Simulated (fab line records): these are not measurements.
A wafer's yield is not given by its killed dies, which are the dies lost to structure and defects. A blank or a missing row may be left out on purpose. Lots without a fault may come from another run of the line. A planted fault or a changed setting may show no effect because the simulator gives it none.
A lot that was struck, set against a sound lot :: flow gf180mcu :: 16 steps out of a route of 602
Sound: wafers L757.2, L757.4, L757.5. Struck: wafer L770.2; the same lot's L770.6 was not struck, so it is left out; see the end for the cause.
At each step with rows: each side's tool, then ch and its chambers, then its first start. Under that, the readings that differ: sound wafers :: struck wafers :: difference of the means :: sigmas: that difference in standard deviations of wafers without a fault.
alike: readings with means less than 2 such deviations apart, plus words and numbers identical on both sides. not compared: withheld readings, readings lacking a value on some wafer, bounds such as >300 that could conceal the same value, and numbers that have no deviation in the record and whose values overlap.
Wherever a step has rows on one side only, a row that says differs or no value, or a row with sigmas, the two part there. When numbers do not overlap yet have no deviation, they are printed without sigmas and do not part them. Lack of a reading on every wafer of one side parts them only where that side has two or more wafers.

first, 1 step without rows for these wafers: GF_HV_LDD_IMPLANT_09.
GF_HV_LDD_STRIP_10: strips in O2/N2.
  sound on plasma-asher-01 ch 0,1, day 10 06:58; struck on plasma-asher-04 ch 1, day 14 08:13
reading: drypump-motor-current-A (A)
sound: 5.8 5.9 5.9
struck: 5.0
difference: -0.9
sigmas: -2

reading: n2-flow-sccm (sccm)
sound: 300.9 300.4 300.6
struck: 298.9
difference: -1.7
sigmas: -2

reading: oes-product-au (a.u.)
sound: 0.708 0.714 0.712
struck: 0.723
difference: +0.012
sigmas: +3

reading: strip-time-to-endpoint-s (s)
sound: 12.68 12.68 12.71
struck: 12.58
difference: -0.11
sigmas: -3
  alike: chamber-pressure-mTorr, heater-power-w
  not compared: rf-hours-counter-h
GF_HV_LDD_TW_MEAS_11:
  sound on film-metro-03 at day 10 07:04; struck on film-metro-03 at day 14 08:28
  alike: HV_LDD_TW
then, 7 steps without rows for these wafers: GF_HV_LDD_DEHYDRATE_12 (time 60 s); GF_HV_LDD_HMDS_13 (prime time 60 s); GF_HV_LDD_COAT_14 (resist thk 1000 nm); GF_HV_LDD_SOFTBAKE_15 (time 60 s); GF_HV_LDD_EXPOSE_16 (exposes mask Pplus LV AREA, target cd 400 nm); GF_HV_LDD_PEB_17; GF_HV_LDD_DEVELOP_18 (develop time 60 s).
GF_HV_LDD_CD_MEAS_19: target cd 400 nm.
  sound on cd-sem-01 at day 11 01:10; struck on cd-sem-01 at day 15 05:16
  alike: cd-nm
GF_HV_LDD_OVL_MEAS_20:
  sound on overlay-02 at day 11 01:16; struck on overlay-01 at day 15 05:23
  alike: HV_LDD_01_OVL
GF_HV_LDD_IMPLANT_21:
  sound on implanter-01 ch 0, day 11 01:19; struck on implanter-01 ch 0, day 15 05:26
reading: beam-on-s (s)
sound: 10.11 9.72 10.05
struck: 7.57
difference: -2.39
sigmas: -13

reading: faraday-current-uA
sound: 278 290 280
struck: 370
difference: +87
sigmas: +16
GF_HV_LDD_STRIP_22: strips in O2/N2.
  sound on plasma-asher-04 ch 0,1, day 11 01:27; struck on plasma-asher-02 ch 1, day 15 05:34
  alike: chamber-pressure-mTorr, drypump-motor-current-A, heater-power-w, n2-flow-sccm, oes-product-au, strip-time-to-endpoint-s
  not compared: rf-hours-counter-h
GF_HV_LDD_TW_MEAS_23:
  sound on film-metro-03 at day 11 01:34; struck on film-metro-03 at day 15 05:40
reading: HV_LDD_2_TW
sound: 1047 1050 1050
struck: 965
difference: -84
sigmas: -16
then, 1 step without rows for these wafers: GF_HV_LDD_DEHYDRATE_24 (time 60 s).

WHERE THEY PART
At GF_HV_LDD_STRIP_10 first; at GF_HV_LDD_TW_MEAS_23 last (within this record only).

WHY: what had been put in by the simulator
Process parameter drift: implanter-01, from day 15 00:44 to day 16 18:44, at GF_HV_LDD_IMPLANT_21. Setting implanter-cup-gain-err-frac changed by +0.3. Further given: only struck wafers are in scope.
